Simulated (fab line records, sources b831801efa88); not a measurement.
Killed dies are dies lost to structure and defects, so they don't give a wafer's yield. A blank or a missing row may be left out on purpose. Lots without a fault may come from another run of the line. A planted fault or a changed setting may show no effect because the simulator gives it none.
Which tool did it? | flow gf180mcu | 12 lots, 36 wafers sampled, at 3 steps of a route of 602

WHAT THE GAUGES READ, wafer by wafer
GF_V2_RS_MEAS_24: measures by four-point-probe.
lot  | measured     | on            | V2_W_RS (ohm/sq)
L075 | day 20 15:36 | film_metro-04 | 0.320 0.320 0.323
L077 | day 21 04:33 | film_metro-02 | 0.321 0.322 0.320
L079 | day 22 07:14 | film_metro-04 | 0.331 0.323 0.332
L081 | day 22 20:09 | film_metro-01 | 0.324 0.329 0.322
L083 | day 23 16:33 | film_metro-02 | 0.330 0.335 0.331
L085 | day 24 16:15 | film_metro-01 | 0.322 0.325 0.322
L087 | day 25 01:59 | film_metro-04 | 0.323 0.328 0.328
L089 | day 25 23:50 | film_metro-04 | 0.330 0.331 0.327
L091 | day 26 18:17 | film_metro-04 | 0.326 0.329 0.327
L093 | day 26 21:03 | film_metro-01 | 0.318 0.320 0.321
L095 | day 27 12:56 | film_metro-04 | 0.327 0.328 0.326
L097 | day 28 01:53 | film_metro-01 | 0.331 0.327 0.329

WHICH TOOL RAN EACH LOT (tool, then ch and the chambers of the sampled wafers, then the start)
lot  | GF_VT_IMPLANT_STRIP_31               | GF_V2_CVD_23
L075 | plasma_asher-04 ch 0, day 7 04:08    | cvd_w-01 ch 0,1, day 20 15:28
L077 | plasma_asher-01 ch 0,1, day 7 13:44  | cvd_w-01 ch 0,1, day 21 04:26
L079 | plasma_asher-04 ch 0,1, day 8 06:20  | cvd_w-01 ch 0,1, day 22 07:07
L081 | plasma_asher-04 ch 0,1, day 8 17:40  | cvd_w-02 ch 0,1, day 22 20:02
L083 | plasma_asher-04 ch 0,1, day 9 06:40  | cvd_w-02 ch 0,1, day 23 16:25
L085 | plasma_asher-02 ch 0,1, day 9 23:08  | cvd_w-02 ch 0,1, day 24 16:08
L087 | plasma_asher-01 ch 0,1, day 10 07:02 | cvd_w-01 ch 0,1, day 25 01:52
L089 | plasma_asher-02 ch 0, day 11 04:10   | cvd_w-01 ch 0,1, day 25 23:42
L091 | plasma_asher-02 ch 0,1, day 11 16:38 | cvd_w-02 ch 0,1, day 26 18:10
L093 | plasma_asher-01 ch 0,1, day 12 01:20 | cvd_w-01 ch 1, day 26 20:50
L095 | plasma_asher-02 ch 0,1, day 12 17:24 | cvd_w-02 ch 1, day 27 12:47
L097 | plasma_asher-01 ch 0,1, day 13 05:50 | cvd_w-02 ch 0,1, day 28 01:47
- GF_VT_IMPLANT_STRIP_31: strips in O2/N2.
- GF_V2_CVD_23: deposits W, target thk 350 nm, time 104.94 s.

THE ANSWER, worked out from the rows above alone
Rule: what is usual is taken from the lots themselves. Put in order of their means at a reading, lots are off if they are a third of the lots or fewer, leave a main group of 4 or more, and stand apart from it by a gap of 3 or more times the standard deviation of the main group's means; of several such gaps the widest counts. A main group whose means are all the same, to the digits that the tables above print for the reading, isn't used. A lot without any number at a reading at which 4 lots or more have one is off too. The other lots that the step has rows for count as sound.
No lot is off at any reading shown: from this, nothing can be told.

WHAT THE SIMULATOR HAD PUT IN
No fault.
